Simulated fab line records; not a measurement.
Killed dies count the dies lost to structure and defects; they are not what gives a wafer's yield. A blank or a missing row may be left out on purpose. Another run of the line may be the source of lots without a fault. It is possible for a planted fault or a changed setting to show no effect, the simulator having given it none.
A lot that was struck, set against a sound lot	flow gf180mcu	15 out of 602 route steps
Sound: wafers L989.1, L989.3, L989.6. Struck: wafer L994.5. (L994.6 of the same lot was not struck and is left out.) The cause comes at the end.
Order at every step that has rows: each side's tool, ch and its chambers, its first start. Under that, the readings that differ: sound wafers	struck wafers	difference of the means	sigmas: that difference in standard deviations of wafers without a fault.
alike: words and numbers the same on both sides, and readings whose means are apart by under 2 such deviations; not compared: readings that were withheld, readings missing a value for some wafer, numbers with overlapping values and no deviation given by the record, and bounds like >300 which may hide the same value.
A row with sigmas, a row that says differs or no value, or rows on one side alone: a step with any of these is where the two part. Numbers that don't overlap but have no deviation are shown without sigmas and don't part them. A reading missing from all wafers of one side parts the sides only when that side holds two or more wafers.

GF_V4_CD_MEAS_14 targets a cd of 260 nm.
  struck on cd_sem-02, day 29 12:59; sound on cd_sem-01, day 28 11:43
  alike: cd_nm
GF_V4_OVL_MEAS_15:
  struck on overlay-02, day 29 13:03; sound on overlay-02, day 28 11:50
  alike: V4_OVL
then, 1 step without rows for these wafers: GF_V4_ETCH_16 (etches BARC in N2/H2).
GF_V4_ETCH_17: etches SiO2 in C4F8/O2/Ar, stops on TiN, target depth 630 nm.
  sound on rie_diel-03 ch 2,3; struck on rie_diel-01 ch 1
  alike: chamber_pressure_mTorr, oes_product_au, rf_fwd_power_W
then, 3 steps without rows for these wafers: GF_V4_STRIP_18 (strips in O2/N2); GF_V4_STRIP_19 (strips in post etch residue remover, time 1200 s); GF_V4_CLEAN_20 (cleans in DIW).
GF_V4_SPUTTER_21: material Ti, target thk 15 nm, time 80.02 s.
  struck on pvd_sputter-02, day 29 13:46; sound on pvd_sputter-02, day 28 12:32
  alike: throttle_valve_pct
GF_V4_SPUTTER_22: material TiN, target thk 10 nm, time 40 s.
  struck on pvd_sputter-02, day 29 13:49; sound on pvd_sputter-02, day 28 12:36
  alike: throttle_valve_pct
GF_V4_CVD_23: deposits W, target thk 350 nm, time 104.9 s.
  sound on cvd_w-02 ch 0,1, day 28 12:38; struck on cvd_w-02 ch 1, day 29 13:55
  alike: heater_power_w
GF_V4_RS_MEAS_24: uses a four-point probe to measure.
  struck on film_metro-04, day 29 14:02; sound on film_metro-04, day 28 12:45
  alike: V4_W_RS
GF_V4_THK_MEAS_25: measures by xrf.
  struck on film_metro-04, day 29 14:07; sound on film_metro-04, day 28 12:52
  alike: V4_W_THK
GF_V4_CMP_26: polishes, stops on SiO2, t overpolish 15 s, target thk 0 nm.
  sound on cmp-02 ch 0,1,2, day 28 12:59; struck on cmp-02 ch 1, day 29 14:20
reading	sound	struck	difference	sigmas
overpolish_run_s (s)	15.015 15.008 14.999	0.028	-14.979	-99 or more
time_to_endpoint_s (s)	83 91 80	130	+45	+8
  alike: motor_current_A
GF_MIM_SPUTTER_00: material Ti, target thk 37.5 nm, time 150 s.
  sound wafers here have rows in the record (pvd_sputter-04, day 28 13:14); struck ones have none
-- the record jumps here: 4 days lie between the struck wafers' starts before and after (it left off in module MIM and takes up again in module PASSIVATION, whose first step shown is number 602 of the route) --
GF_PASSIVATION_PROBE_99:
  record: rows for the struck wafers here (prober-01, day 33 13:07), none for the sound ones

## WHERE THEY PART
Earliest at GF_V4_CMP_26; latest, in this record, at GF_PASSIVATION_PROBE_99.

WHY: what the simulator had put in
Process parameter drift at GF_V4_CMP_26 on cmp-02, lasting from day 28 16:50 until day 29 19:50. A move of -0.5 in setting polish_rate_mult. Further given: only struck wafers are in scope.
